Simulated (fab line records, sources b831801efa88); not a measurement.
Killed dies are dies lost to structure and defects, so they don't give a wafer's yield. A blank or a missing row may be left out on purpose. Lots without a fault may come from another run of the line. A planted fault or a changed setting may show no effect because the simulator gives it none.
fab line records | flow sky130
record lots=7 wafers=20 last_day=50
route steps=708 shown VIA3@587 METAL4@598 PAD_OPEN@708
lots that met no fault: from a run of the same line without faults
start_h: hours from the record's first day to the start of the lot's first wafer shown | wait_h: hours since the lot's step before | " the same as in the row above | L1.1+2: a row that stands for several wafers | - no value, or no start given | * or withheld: withheld | < > ~ a bound
route shown NAME@n: a module of which the file shows steps, and the number in the route of the first | usual: mean/standard deviation of fault-free wafers | same: alike in all rows | chamber/n: place in a boat | sites: the reading at each site | _std_site: their standard deviation | _edge_site: outer sites' mean less inner sites' | radius_mm: how far each site lies from the wafer's centre | mask NAME#n: copy n | behind: the tool/chamber that last shaped the wafer | hold: why the lot was held/for how many hours/how that ended | device: the transistor (n, p or np) that didn't switch | end of line: the same wafers' tests at the end of the route | a step without rows: its recipe alone | killed: dies lost to structure and defects at the first sort, not the wafer's yield | map: a wafer's dies, x killed, . not, _ none there
set.NAME: the setting as run; set.NAME@STEP: as run at that earlier step | model.NAME: the simulator's own value behind a step, which no gauge read
lots at some steps of the route; a table a step, a row a wafer
services: from which hour (start_h, from the record's first day; less than 0 if before it) a tool's chamber was out of use, for how many hours, and why
## steps
# step SKY_VIA3_ETCH_14
# recipe chemistry=N2/H2 target=BARC ion_energy_ev=200 source_w=500 bias_w=100 pressure_mtorr=30 n2_flow_sccm=100 h2_flow_sccm=200 stop_on=SiO2 time_s=45.9 target_depth_a=600
# usual bias_w=99.97/0.28 drypump_motor_current_A=5.8/0.51 oes_product_au=0.854/0.005 throttle_valve_pct=13.226/0.0096
# columns lot.wafer tool chamber start_h wait_h bias_w drypump_motor_current_A oes_product_au rf_hours_counter_h throttle_valve_pct
L849.3 rie_diel-03 3 949.18 0.0 99.48 5.4 0.853 9 13.232
L849.4 " 2 " " 99.78 5.8 0.863 16 13.232
L849.5 " 1 " " 99.61 4.7 0.853 - 13.227
L851.3 rie_diel-04 3 955.40 0.0 99.81 5.7 0.858 - 13.220
L851.4 " 0 " " 100.85 6.2 0.851 - 13.219
L851.6 " 3 " " 99.97 5.7 0.849 - 13.210
L857.1 rie_diel-02 1 1002.78 0.0 99.74 6.0 0.844 9 13.221
L857.3 " 3 " " 99.96 6.6 0.855 13 13.243
L857.6 " 2 " " 99.71 5.7 0.857 - 13.221
L859.3 rie_diel-04 1 1007.63 0.0 100.65 5.5 0.848 21 13.223
L859.4 " 3 " " 100.13 5.7 0.859 18 13.225
L859.6 " 3 " " 99.71 5.7 0.847 - 13.223
L858.2 rie_diel-02 2 1009.13 0.0 99.33 5.7 0.855 17 13.237
L858.3 " 0 " " 100.22 6.1 0.856 19 13.225
L866.3 rie_diel-03 0 1072.93 0.0 100.10 6.2 0.853 18 13.223
L866.4 " 2 " " 100.04 5.7 0.861 19 13.246
L866.5 " 3 " " 100.20 5.4 0.867 - 13.233
L869.1 rie_diel-02 1 1082.03 0.0 99.88 6.0 0.852 13 13.214
L869.4 " 2 " " 100.46 5.7 0.846 20 13.233
L869.5 " 1 " " 99.74 6.0 0.857 - 13.217
# step SKY_VIA3_ETCH_15
# recipe target=SiO2 chemistry=C4F8/O2/Ar target_depth_nm=507 stop_on=TiN mask_material=KrF-thick source_w=1500 bias_w=1200 pressure_mtorr=40 c4f8_flow_sccm=withheld O2_flow_sccm=6 Ar_flow_sccm=300 time_s=78
# step SKY_VIA3_STRIP_16
# recipe chemistry=O2/N2 power_w=1400 pressure_mtorr=1500 platen_temp_c=withheld o2_flow_sccm=3000 n2_flow_sccm=300 overash_fraction=0.5
# usual drypump_motor_current_A=5.8/0.46 oes_product_au=0.402/0.0043 strip_time_to_endpoint_s=4.130/0.022
# columns lot.wafer tool chamber start_h wait_h drypump_motor_current_A oes_product_au rf_hours_counter_h strip_time_to_endpoint_s
L849.3 plasma_asher-03 0 949.31 0.1 5.6 0.404 - 4.123
L849.4 " 1 " " 5.7 0.406 - 4.100
L849.5 " 1 " " 5.7 0.398 - 4.113
L851.3 plasma_asher-03 0 955.57 0.1 5.6 0.407 - 4.102
L851.4 " 1 " " 5.8 0.405 - 4.153
L851.6 " 0 " " 5.6 0.399 - 4.129
L857.1 plasma_asher-03 1 1002.88 0.0 5.7 0.401 59 4.166
L857.3 " 1 " " 5.8 0.408 - 4.128
L857.6 " 1 " " 5.7 0.398 - 4.127
L859.3 plasma_asher-01 0 1007.76 0.1 6.5 0.406 - 4.104
L859.4 " 1 " " 6.6 0.400 - 4.118
L859.6 " 1 " " 6.5 0.409 - 4.113
L858.2 plasma_asher-03 1 1009.23 0.0 5.7 0.400 60 4.112
L858.3 " 1 " " 5.7 0.409 - 4.127
L866.3 plasma_asher-01 1 1073.07 0.1 6.6 0.400 - 4.162
L866.4 " 0 " " 6.5 0.403 - 4.139
L866.5 " 0 " " 6.5 0.411 - 4.158
L869.1 plasma_asher-04 0 1082.13 0.0 5.6 0.400 90 4.142
L869.4 " 1 " " 5.2 0.401 - 4.101
L869.5 " 0 " " 5.6 0.403 - 4.123
# step SKY_VIA3_STRIP_17
# recipe chemistry=post_etch_residue_remover time_s=1200 temp_c=72.5
# step SKY_VIA3_CLEAN_18
# recipe chemistry=IPA time_s=180 temp_c=25
# step SKY_VIA3_CLEAN_19
# recipe chemistry=O3/DIW dry=n2_spin
# step SKY_VIA3_SPUTTER_20
# recipe material=TiN target_thk_nm=20 chamber_pressure_pa=5 power_w=4000 time_s=80
# step SKY_VIA3_CVD_21
# recipe material=W target_thk_nm=390 time_s=117.31 temp_c=400 pressure_torr=40
# usual heater_power_outer_w=524/63 heater_power_w=859/94
# columns lot.wafer tool chamber start_h wait_h heater_power_outer_w heater_power_w
L849.3 cvd_w-02 1 950.01 0.1 418 693
L849.4 " 0 " " 536 857
L849.5 " 0 " " 520 880
L851.3 cvd_w-01 0 956.23 0.1 609 964
L851.4 " 1 " " 560 939
L851.6 " 0 " " 584 921
L857.1 cvd_w-02 0 1003.57 0.0 527 889
L857.3 " 1 " " 431 715
L857.6 " 0 " " 517 865
L859.3 cvd_w-01 0 1008.44 0.1 592 923
L859.4 " 1 " " 556 929
L859.6 " 1 " " 553 934
L858.2 cvd_w-02 1 1009.93 0.0 429 703
L858.3 " 0 " " 526 884
L866.3 cvd_w-01 0 1073.77 0.1 604 930
L866.4 " 1 " " 556 923
L866.5 " 1 " " 546 922
L869.1 cvd_w-01 1 1082.82 0.0 562 935
L869.4 " 1 " " 562 914
L869.5 " 1 " " 570 938
# step SKY_VIA3_RS_MEAS_22
# recipe thk_meas_gauge=four-point-probe reads=W_of_VIA3_CVD_21+TiN_of_VIA3_SPUTTER_20
# usual VIA3_W_RS=0.293/0.0042
# columns lot.wafer tool chamber start_h wait_h VIA3_W_RS[ohm/sq]
L849.3 film_metro-04 - 950.13 0.1 0.293
L849.4 " - " " 0.293
L849.5 " - " " 0.290
L851.3 film_metro-01 - 956.35 0.1 0.293
L851.4 " - " " 0.300
L851.6 " - " " 0.295
L857.1 film_metro-04 - 1003.70 0.1 0.289
L857.3 " - " " 0.290
L857.6 " - " " 0.289
L859.3 film_metro-01 - 1008.56 0.1 0.287
L859.4 " - " " 0.292
L859.6 " - " " 0.289
L858.2 film_metro-01 - 1010.07 0.1 0.287
L858.3 " - " " 0.291
L866.3 film_metro-04 - 1073.89 0.1 0.290
L866.4 " - " " 0.298
L866.5 " - " " 0.298
L869.1 film_metro-04 - 1082.95 0.1 0.301
L869.4 " - " " 0.302
L869.5 " - " " 0.298
# step SKY_VIA3_THK_MEAS_23
# recipe thk_meas_gauge=xrf reads=W_of_VIA3_CVD_21
# usual VIA3_W_THK=385/5.8
# columns lot.wafer tool chamber start_h wait_h VIA3_W_THK[nm]
L849.3 film_metro-04 - 950.23 0.1 386
L849.4 " - " " 385
L849.5 " - " " 389
L851.3 film_metro-01 - 956.45 0.1 389
L851.4 " - " " 379
L851.6 " - " " 386
L857.1 film_metro-04 - 1003.82 0.1 397
L857.3 " - " " 396
L857.6 " - " " 395
L859.3 film_metro-01 - 1008.66 0.1 389
L859.4 " - " " 384
L859.6 " - " " 387
L858.2 film_metro-01 - 1010.18 0.1 387
L858.3 " - " " 386
L866.3 film_metro-04 - 1073.99 0.1 386
L866.4 " - " " 378
L866.5 " - " " 378
L869.1 film_metro-04 - 1083.07 0.1 379
L869.4 " - " " 378
L869.5 " - " " 383
# step SKY_VIA3_CMP_24
# recipe stop_on=SiO2 t_overpolish_s=20 down_force_psi=3.5 platen_rpm=60 target_thk_nm=0 pad_velocity_m_s=0.94248
# usual motor_current_A=10.1/1.2 overpolish_run_s=20.001/0.0087 time_to_endpoint_s=93/3
# columns lot.wafer tool chamber start_h wait_h motor_current_A overpolish_run_s time_to_endpoint_s
L849.4 cmp-02 1 950.37 0.1 10.8 20.009 95
L849.3 " 2 " " 7.9 19.990 99
L849.5 " 0 " " 11.2 20.002 95
L851.3 cmp-02 1 956.49 0.0 11.6 20.002 93
L851.4 " 2 " " 7.7 20.006 92
L851.6 " 2 " " 7.7 20.010 94
L857.1 cmp-02 1 1003.88 0.1 11.1 19.996 92
L857.3 " 3 " " 9.8 20.000 91
L857.6 " 2 " " 8.0 19.992 96
L859.3 cmp-01 1 1008.70 0.0 9.8 19.996 93
L859.4 " 2 " " 9.2 19.992 92
L859.6 " 2 " " 8.7 19.997 95
L858.2 cmp-01 3 1010.33 0.1 11.1 20.017 96
L858.3 " 0 " " 10.0 20.016 95
L866.3 cmp-01 2 1075.47 1.5 9.1 20.000 95
L866.4 " 0 " " 10.2 19.995 92
L866.5 " 2 " " 9.1 20.018 90
L869.4 cmp-01 1 1083.37 0.3 10.1 20.009 91
L869.1 " 2 " " 8.9 19.986 92
L869.5 " 0 " " 10.0 19.988 91
# step SKY_METAL4_SPUTTER_00
# recipe material=Ti target_thk_nm=15 power_w=3000 time_s=10 chamber_pressure_pa=0.4
# usual chamber_pressure_pa=0.4000/0.00081 throttle_valve_pct=29.9/0.96
# columns lot.wafer tool chamber start_h wait_h chamber_pressure_pa throttle_valve_pct
L849.3 pvd_sputter-04 - 950.57 0.1 0.3984 29.6
L849.4 " - " " 0.4001 31.8
L849.5 " - " " 0.3996 29.6
L851.3 pvd_sputter-02 - 956.79 0.2 0.3997 30.1
L851.4 " - " " 0.4002 29.3
L851.6 " - " " 0.3977 30.3
L857.1 pvd_sputter-02 - 1004.18 0.2 0.4008 29.5
L857.3 " - " " 0.4001 30.1
L857.6 " - " " 0.4002 30.1
L859.3 pvd_sputter-02 - 1009.00 0.2 0.4006 30.2
L859.4 " - " " 0.3993 30.0
L859.6 " - " " 0.4004 29.2
L858.2 pvd_sputter-02 - 1010.53 0.1 0.3999 30.0
L858.3 " - " " 0.3994 29.2
L866.3 pvd_sputter-03 - 1075.77 0.2 0.4002 30.5
L866.4 " - " " 0.4010 31.7
L866.5 " - " " 0.4003 30.6
L869.1 pvd_sputter-04 - 1083.57 0.1 0.3999 29.5
L869.4 " - " " 0.3998 31.7
L869.5 " - " " 0.3994 28.4
# step SKY_METAL4_SPUTTER_01
# recipe material=TiN target_thk_nm=20 power_w=6500 time_s=16.7 chamber_pressure_pa=0.4
# usual chamber_pressure_pa=0.3998/0.00077 throttle_valve_pct=29.9/0.93
# columns lot.wafer tool chamber start_h wait_h chamber_pressure_pa throttle_valve_pct model.TiN_of_METAL4_SPUTTER_01.thk_nm
L849.3 pvd_sputter-04 - 950.60 0.0 0.3991 29.8 20.16
L849.4 " - " " 0.3990 31.8 20.34
L849.5 " - " " 0.3994 29.6 20.08
L851.3 pvd_sputter-02 - 956.82 0.0 0.3990 30.1 20.48
L851.4 " - " " 0.4005 29.3 20.51
L851.6 " - " " 0.3986 30.3 20.46
L857.1 pvd_sputter-02 - 1004.20 0.0 0.4009 29.3 7.704
L857.3 " - " " 0.4005 30.2 7.74
L857.6 " - " " 0.3991 30.2 19.9
L859.3 pvd_sputter-02 - 1009.02 0.0 0.4006 30.1 8.032
L859.4 " - " " 0.3998 30.3 20.29
L859.6 " - " " 0.3991 29.1 20.09
L858.2 pvd_sputter-02 - 1010.55 0.0 0.4002 29.9 19.85
L858.3 " - " " 0.3989 29.2 7.536
L866.3 pvd_sputter-03 - 1075.79 0.0 0.4000 30.2 19.72
L866.4 " - " " 0.3995 31.6 19.68
L866.5 " - " " 0.3999 30.4 19.68
L869.1 pvd_sputter-04 - 1083.59 0.0 0.3989 29.6 20.13
L869.4 " - " " 0.3992 31.6 20.41
L869.5 " - " " 0.4003 28.5 20.19
# step SKY_METAL4_SPUTTER_02
# recipe material=AlCu target_thk_nm=735 power_w=10600 time_s=39.1 chamber_pressure_pa=0.4
# step SKY_PAD_OPEN_PROBE_99
# usual defect_limited_yield=82.4/1.8 killed_at_M0_to_M3=45/6.8 killed_at_M4_up=3.2/1.6 killed_at_contacts=24/5.1 killed_at_front_end=14/4.4 killed_at_other=0.4/0.65 killed_dies=87/8.8 killed_on_rim=17/3.6 killed_open=47/7.2 killed_short=39/6.1 sort_bin_3_pad_short=0.9/0.38 sort_bin_5_function=10.4/1.5 sort_bin_6_memory=6.4/1.1 sort_n_pass=405/8.8 sort_yield_pct=82.4/1.8
# same gross_dies=492 killed_at_back_side=0 sort_bin_4_leakage[%]=0 sort_bin_8_speed[%]=0
# columns lot.wafer tool chamber start_h wait_h defect_limited_yield[%] killed_at_M0_to_M3 killed_at_M4_up killed_at_contacts killed_at_front_end killed_at_other killed_dies killed_on_rim killed_open killed_short sort_bin_3_pad_short[%] sort_bin_5_function[%] sort_bin_6_memory[%] sort_n_pass sort_yield_pct[%]
L849.3 prober-02 - 1092.99 0.2 81.1 42 4 20 27 0 93 17 42 48 0.4 11.4 7.1 399 81.1
L849.4 prober-02 - 1093.04 0.2 79.7 42 3 35 19 1 100 21 53 47 0.6 12.8 6.9 392 79.7
L849.5 prober-02 - 1093.09 0.2 81.9 43 6 20 19 1 89 24 43 45 1.0 11.2 5.9 403 81.9
L851.3 prober-02 - 1099.20 0.2 79.7 54 6 28 11 1 100 17 62 38 0.8 11.8 7.7 392 79.7
L851.4 prober-02 - 1099.25 0.2 78.3 51 4 32 20 0 107 16 63 44 0.8 13.2 7.7 385 78.3
L851.6 prober-02 - 1099.35 0.2 78.7 54 3 34 14 0 105 21 62 43 1.2 15.0 5.1 387 78.7
L857.1 prober-02 - 1137.81 0.1 78.9 55 3 27 19 0 104 17 57 47 0.6 13.8 6.7 388 78.9
L857.3 prober-02 - 1137.91 0.2 81.9 45 5 22 15 2 89 14 38 51 1.4 11.8 4.9 403 81.9
L857.6 prober-02 - 1138.06 0.2 79.3 57 4 23 18 0 102 19 62 40 1.0 12.4 7.3 390 79.3
L859.3 prober-01 - 1143.51 0.2 81.1 44 3 27 19 0 93 21 45 47 1.2 10.6 7.1 399 81.1
L859.4 prober-01 - 1143.56 0.2 80.7 51 3 20 20 1 95 21 55 40 1.2 11.2 6.9 397 80.7
L859.6 prober-01 - 1143.66 0.2 81.9 54 3 24 8 0 89 17 50 38 0.6 10.8 6.7 403 81.9
L858.2 prober-02 - 1144.96 0.1 81.5 41 4 31 15 0 91 18 38 51 1.0 10.8 6.7 401 81.5
L858.3 prober-02 - 1145.01 0.2 81.3 49 3 25 15 0 92 20 45 45 1.6 10.8 6.3 400 81.3
L866.3 prober-01 - 1193.57 0.2 84.3 41 3 20 13 0 77 14 39 38 0.2 8.9 6.5 415 84.3
L866.4 prober-01 - 1193.62 0.2 82.1 49 2 20 17 0 88 20 44 44 0.8 11.0 6.1 404 82.1
L866.5 prober-01 - 1193.67 0.2 79.1 55 3 30 15 0 103 20 51 52 1.0 12.6 7.3 389 79.1
# killed by level:class
L849.3 VIA1:geometric_particle:open=9 POLY_GATE:geometric_particle:short=8 VIA3:geometric_particle:open=8 METAL1:geometric_particle:short=7 POLY_GATE:geometric_particle:open=6 CONTACT:geometric_particle:short=6 LI_CONTACT:geometric_particle:open=6 VIA2:geometric_particle:open=5
L849.4 CONTACT:geometric_particle:open=15 LI_CONTACT:geometric_particle:open=9 VIA3:geometric_particle:short=6 POLY_GATE:geometric_particle:open=5 METAL1:geometric_particle:short=5 VIA1:geometric_particle:short=5 VIA1:geometric_particle:open=5 FIELD_ISO:geometric_particle:open=4
L849.5 VIA1:geometric_particle:open=8 METAL1:geometric_particle:short=7 LI_CONTACT:geometric_particle:open=6 VIA3:geometric_particle:open=6 POLY_GATE:geometric_particle:short=5 POLY_GATE:geometric_particle:open=5 CONTACT:geometric_particle:open=5 VIA2:geometric_particle:open=5
L851.3 VIA1:geometric_particle:open=14 CONTACT:geometric_particle:open=10 LI_CONTACT:geometric_particle:open=10 VIA3:geometric_particle:open=8 VIA2:geometric_particle:open=7 METAL2:geometric_particle:short=5 LOCAL_INTERCONNECT:geometric_particle:short=5 METAL1:geometric_particle:short=5
L851.4 CONTACT:geometric_particle:open=17 VIA1:geometric_particle:open=14 POLY_GATE:geometric_particle:open=7 CONTACT:geometric_particle:short=7 VIA1:geometric_particle:short=7 VIA2:geometric_particle:open=7 METAL1:geometric_particle:short=6 VIA3:geometric_particle:open=6
L851.6 CONTACT:geometric_particle:open=14 VIA1:geometric_particle:open=13 VIA3:geometric_particle:open=11 LI_CONTACT:geometric_particle:open=7 VIA1:geometric_particle:short=7 VIA2:geometric_particle:open=6 FIELD_ISO:geometric_particle:short=5 LI_CONTACT:geometric_particle:short=5
L857.1 VIA1:geometric_particle:open=12 VIA1:geometric_particle:short=10 LI_CONTACT:geometric_particle:open=10 POLY_GATE:geometric_particle:open=8 CONTACT:geometric_particle:open=8 VIA2:geometric_particle:open=6 METAL1:geometric_particle:short=6 VIA2:geometric_particle:short=5
L857.3 VIA1:geometric_particle:open=11 VIA1:geometric_particle:short=7 METAL1:geometric_particle:short=7 CONTACT:geometric_particle:open=6 VIA2:geometric_particle:short=6 LOCAL_INTERCONNECT:geometric_particle:short=5 CONTACT:geometric_particle:short=5 POLY_GATE:geometric_particle:open=4
L857.6 VIA1:geometric_particle:open=13 VIA2:geometric_particle:open=10 LI_CONTACT:geometric_particle:open=7 METAL2:geometric_particle:short=6 VIA2:geometric_particle:short=6 FIELD_ISO:geometric_particle:open=5 VIA3:geometric_particle:open=5 CONTACT:geometric_particle:open=5
L859.3 VIA1:geometric_particle:open=12 CONTACT:geometric_particle:open=10 POLY_GATE:geometric_particle:open=7 CONTACT:geometric_particle:short=6 VIA3:geometric_particle:open=6 POLY_GATE:geometric_particle:short=5 METAL2:geometric_particle:short=5 FIELD_ISO:geometric_particle:short=4
L859.4 VIA1:geometric_particle:open=12 METAL2:geometric_particle:short=9 FIELD_ISO:geometric_particle:open=8 VIA3:geometric_particle:open=8 METAL1:geometric_particle:short=7 LI_CONTACT:geometric_particle:open=6 CONTACT:geometric_particle:open=6 VIA2:geometric_particle:open=6
L859.6 VIA2:geometric_particle:open=14 VIA1:geometric_particle:open=11 VIA1:geometric_particle:short=9 CONTACT:geometric_particle:open=8 LOCAL_INTERCONNECT:geometric_particle:short=7 LI_CONTACT:geometric_particle:open=6 VIA3:geometric_particle:open=5 POLY_GATE:geometric_particle:short=4
L858.2 LI_CONTACT:geometric_particle:open=10 CONTACT:geometric_particle:open=10 METAL1:geometric_particle:short=9 POLY_GATE:geometric_particle:short=6 VIA1:geometric_particle:short=6 LI_CONTACT:geometric_particle:short=5 FIELD_ISO:geometric_particle:short=4 VIA1:geometric_particle:open=4
L858.3 CONTACT:geometric_particle:open=9 VIA3:geometric_particle:open=8 METAL1:geometric_particle:short=7 VIA2:geometric_particle:short=7 CONTACT:geometric_particle:short=6 VIA2:geometric_particle:open=6 LI_CONTACT:geometric_particle:open=5 METAL2:geometric_particle:short=5
L866.3 LI_CONTACT:geometric_particle:open=7 CONTACT:geometric_particle:open=7 VIA1:geometric_particle:open=7 VIA1:geometric_particle:short=6 VIA3:geometric_particle:short=6 FIELD_ISO:geometric_particle:open=5 VIA2:geometric_particle:open=5 METAL1:geometric_particle:short=5
L866.4 VIA1:geometric_particle:open=10 VIA2:geometric_particle:open=6 METAL1:geometric_particle:short=6 VIA3:geometric_particle:open=6 POLY_GATE:geometric_particle:open=5 LI_CONTACT:geometric_particle:open=5 CONTACT:geometric_particle:open=5 FIELD_ISO:geometric_particle:short=4
L866.5 VIA2:geometric_particle:open=12 LOCAL_INTERCONNECT:geometric_particle:short=8 METAL1:geometric_particle:short=8 VIA1:geometric_particle:open=8 FIELD_ISO:geometric_particle:short=7 CONTACT:geometric_particle:short=7 METAL3:geometric_particle:short=7 CONTACT:geometric_particle:open=7
## services
# columns tool chamber start_h hours kind
pvd_sputter-04 - 942.86 2.5 repair
rie_diel-04 2 943.46 29.7 repair
rie_diel-04 1 947.01 8.4 repair
rie_diel-03 0 964.45 6.0 repair
cmp-02 - 964.60 0.3 repair
rie_diel-03 1 968.94 7.9 repair
rie_diel-03 3 971.46 3.1 repair
rie_diel-02 - 971.88 2.8 pm
plasma_asher-01 - 979.70 15.6 pm
cmp-01 - 1026.79 11.4 pm
cvd_w-02 - 1031.40 0.8 repair
rie_diel-02 2 1032.02 5.8 repair
pvd_sputter-04 - 1036.50 5.6 repair
rie_diel-03 2 1040.24 4.1 repair
cvd_w-02 - 1043.35 2.6 repair
plasma_asher-01 - 1047.71 13.1 repair
cmp-02 - 1055.84 0.7 repair
plasma_asher-01 - 1060.80 9.0 pm
cmp-02 - 1063.06 2.0 repair
pvd_sputter-02 - 1065.20 1.7 repair
rie_diel-03 - 1067.51 4.0 pm
cmp-02 - 1070.30 10.6 repair
cmp-02 - 1079.00 12.3 repair
cmp-02 - 1081.55 2.7 repair
## key
first_sign none at tools or gauges
model_effect step=SKY_METAL4_SPUTTER_01 value=TiN_of_METAL4_SPUTTER_01.thk_nm without=20.01 struck=7.753
met_at SKY_METAL4_SPUTTER_01
struck_wafers L857.1,L857.3,L858.3,L859.3
onset_between 956.82 1004.20
fault kind=process_parameter_drift tool=pvd_sputter-02 chamber=- onset_h=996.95 steps=SKY_METAL4_SPUTTER_01 channel=target_thk_nm offset=-12.254 shape=step end_h=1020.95 scope=struck_wafers_only acts_in=these_recipes_only stated=20
